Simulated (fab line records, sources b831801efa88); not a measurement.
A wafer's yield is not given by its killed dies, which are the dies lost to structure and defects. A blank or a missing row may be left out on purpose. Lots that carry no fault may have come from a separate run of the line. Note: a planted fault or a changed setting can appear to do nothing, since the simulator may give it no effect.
Problem report, 8D (eight disciplines) form, completed by code || flow sky130 || the parts of the form that need people (team, actions taken, sign-off) are left out

== 1. WHAT WENT WRONG ==
Mean of runLengthS at SKY_METAL2_ETCH_18: 85.5 s across 6 wafers in 2 lots; on wafers with no fault it is 73.9 s (standard deviation 0.37). Relative to the usual mean, that is a shift of +31 standard deviations.
The step: etches BARC in N2/H2, stops on SiO2, time 45.9 s, target depth 60 nm.
First observed at day 36 16:29: wafer L521.1, on rieMetal-01. The record holds 18 wafers of 6 lots with a number at this step. By rule, "out" or "out of limits" means more than 4 standard deviations away from the usual mean. The rest of the wafers with a number are treated as sound.

== 2. WHAT IT IS AND WHAT IT IS NOT ==
{"question": "which readings at this step", "is": "runLengthS, oesProductAu", "is not": "drypumpMotorCurrentA"}
{"question": "which lots", "is": "L521, L525", "is not": "L520, L531, L535, L540"}
{"question": "which wafers of those lots", "is": "all that have a number", "is not": "-"}
{"question": "read on which tools", "is": "rieMetal-01", "is not": "rieMetal-02, rieMetal-03"}
{"question": "when", "is": "from day 36 16:29", "is not": "up to then (0 sound wafers); but 12 sound wafers of L520, L531, L535, L540 came after"}

== 3. WHAT RULES OUT EACH SUSPECT ==
Counting: a tool at a process step up to the reading stays a suspect if it ran every lot that is out and no sound lot after the first of them.
- rieMetal-01 at SKY_METAL2_DESCUM_17 (chemistry O2, time 8 s): ruled out as a lasting fault. The sound lots L535, L540 went through it after L521, its earliest lot that is out (day 36 16:28).
- rieMetal-01 at SKY_METAL2_ETCH_18 (etches BARC in N2/H2, stops on SiO2, time 45.9 s, target depth 60 nm): ruled out as a lasting fault. The sound lots L535, L540 went through it after L521, its earliest lot that is out (day 36 16:29).
Left after counting: nothing in the record.

== 4. THE CAUSE (what the simulator had put in) ==
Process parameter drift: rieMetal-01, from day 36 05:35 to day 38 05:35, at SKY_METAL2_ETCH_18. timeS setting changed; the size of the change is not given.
Counting ruled it out, wrongly.

== 5. SEQUENCE OF EFFECTS, ordered by route ==
Rows list readings where the struck wafers' mean (over those with a number) sits beyond 3 standard deviations from the usual. Scope: only readings with a usual standard deviation given in the record; hours: median across lots of the time from each lot's start at the first step in this table that gives one to its start at this step; sigmas: change in usual standard deviations.
{"hours": 0, "step": "SKY_METAL2_ETCH_18", "reading": "oesProductAu", "usual": "0.854 a.u.", "on struck wafers": 0.758, "change": -0.096, "sigmas": -20}
{"hours": 0, "step": "SKY_METAL2_ETCH_18", "reading": "runLengthS", "usual": "73.9 s", "on struck wafers": 85.5, "change": "+11.6", "sigmas": "+31"}
The process steps in it:
- SKY_METAL2_ETCH_18: etches BARC in N2/H2, stops on SiO2, time 45.9 s, target depth 60 nm.

== 6. HOW IT WOULD HAVE BEEN CAUGHT EARLIER ==
The fault began at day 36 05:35; the first out-of-limits reading in this record came at day 36 16:29, 11 hours later.
